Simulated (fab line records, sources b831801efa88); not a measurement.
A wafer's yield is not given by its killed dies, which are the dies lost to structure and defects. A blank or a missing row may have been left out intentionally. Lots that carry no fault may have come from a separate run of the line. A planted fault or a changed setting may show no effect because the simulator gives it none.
Struck lot and sound lot, side by side ; flow gf180mcu ; 20 steps out of a route of 602
Sound: wafers L230.4, L230.5, L230.6. The struck wafers were L236.4, L236.5, L236.6. The cause is given at the end.
Each step with rows lists, per side, the tool, then ch with its chambers, then its first start. Under that, the readings that differ: sound wafers ; struck wafers ; difference of the means ; sigmas: that difference in standard deviations of wafers without a fault.
alike: readings whose means differ by less than 2 such deviations, and words and numbers that are the same on both sides. not compared: withheld readings, readings that some wafer has no value for, bounds like >300 that may hide the same value, and numbers for which the record gives no deviation and whose values overlap.
A row with sigmas, a row that says differs or no value, or rows on one side alone: a step with any of these is where the two part. Non-overlapping numbers with no deviation appear without sigmas and do not part them. Lack of a reading on every wafer of one side parts them only where that side has two or more wafers.

first, 1 step without rows for these wafers: GF_V3_CVD_00 (deposits SiO2, target thk 600 nm, time 100 s).
GF_V3_THK_MEAS_01:
  struck on film_metro-03, day 24 10:45; sound on film_metro-02, day 22 08:18
  alike: V3_CVD_00_THK
GF_V3_CVD_02: deposits SiO2 from TEOS, target thk 850 nm, time 94.851 s.
  sound on pecvd-02 ch 0,1,2, day 22 08:22; struck on pecvd-02 ch 1,2, day 24 10:49
  alike: heater_power_outer_w, heater_power_w
GF_V3_THK_MEAS_03:
  struck on film_metro-01, day 24 10:55; sound on film_metro-01, day 22 08:26
  alike: V3_CVD_02_THK
GF_V3_CMP_04: polishes SiO2.
  sound on cmp-01 ch 1,2, day 22 08:31; struck on cmp-02 ch 2,3, day 24 10:57
  alike: motor_current_A, platen_rpm, time_to_endpoint_s
GF_V3_BOW_MEAS_05:
  struck on film_metro-03, day 24 11:19; sound on film_metro-03, day 22 08:49
  alike: V3_BOW
then, 6 steps without rows for these wafers: GF_V3_DEHYDRATE_06 (time 60 s); GF_V3_HMDS_07 (prime time 60 s); GF_V3_COAT_08; GF_V3_COAT_09 (resist thk 1000 nm); GF_V3_SOFTBAKE_10 (time 60 s); GF_V3_EXPOSE_11 (exposes mask Via3, target cd 260 nm).
GF_V3_PEB_12: peb time 90 s.
  sound on litho_track-02 ch 0, day 23 07:47; struck on litho_track-01 ch 0, day 25 08:36
reading;sound;struck;difference;sigmas
heater_power_total_W (W);85.62 85.81 85.61;81.88 81.74 81.75;-3.89;-45
plate_temp_C (C);135.07 134.99 135.02;130.19 130.46 130.32;-4.70;-29
then, 1 step without rows for these wafers: GF_V3_DEVELOP_13 (develop time 60 s).
GF_V3_CD_MEAS_14: target cd 260 nm.
  struck on cd_sem-01, day 25 09:11; sound on cd_sem-02, day 23 08:06
reading;sound;struck;difference;sigmas
cd_nm (nm);261.0 260.8 260.3;248.3 246.6 248.5;-12.9;-11
  not compared: hold
GF_V3_OVL_MEAS_15:
  struck on overlay-02, day 25 11:18; sound on overlay-01, day 23 08:11
reading;sound;struck;difference;sigmas
hold;- - -;await_dispo/2.0h/release await_dispo/2.0h/release await_dispo/2.0h/release;no value on the sound wafers;
  alike: V3_OVL
GF_V3_ETCH_16: etches BARC in N2/H2.
  sound on rie_diel-03 ch 0,2,3, day 23 08:12; struck on rie_diel-04 ch 1,2, day 25 11:19
reading;sound;struck;difference;sigmas
model.V3.cd_nm (nm);261.1 260.5 259.1;247.8 247.1 248;-12.6;
  alike: drypump_motor_current_A, oes_product_au, throttle_valve_pct
GF_V3_ETCH_17: etches SiO2 in C4F8/O2/Ar, stops on TiN, target depth 635 nm.
  sound on rie_diel-03 ch 0,2,3; struck on rie_diel-04 ch 1,2
reading;sound;struck;difference;sigmas
model.V3.cd_nm (nm);261.6 260.2 259.1;248.8 248 247.5;-12.2;
  alike: oes_product_au
GF_V3_STRIP_18: strips in O2/N2.
  sound on plasma_asher-01 ch 0,1, day 23 08:22; struck on plasma_asher-01 ch 0,1, day 25 11:29
  alike: drypump_motor_current_A, heater_power_w, oes_product_au
  not compared: rf_hours_counter_h
-- the record jumps here: 6 days lie between the struck wafers' starts before and after (it left off in module V3 and takes up again in module PASSIVATION, whose first step shown is number 602 of the route) --
GF_PASSIVATION_PROBE_99:
  the record has rows for the struck wafers here (prober-02, day 31 13:10) and none for the sound ones

## WHERE THEY PART
Earliest at GF_V3_PEB_12; latest, in this record, at GF_PASSIVATION_PROBE_99.

WHY: what the simulator had put in
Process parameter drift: litho_track-01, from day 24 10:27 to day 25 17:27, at GF_V3_PEB_12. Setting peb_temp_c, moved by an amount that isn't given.
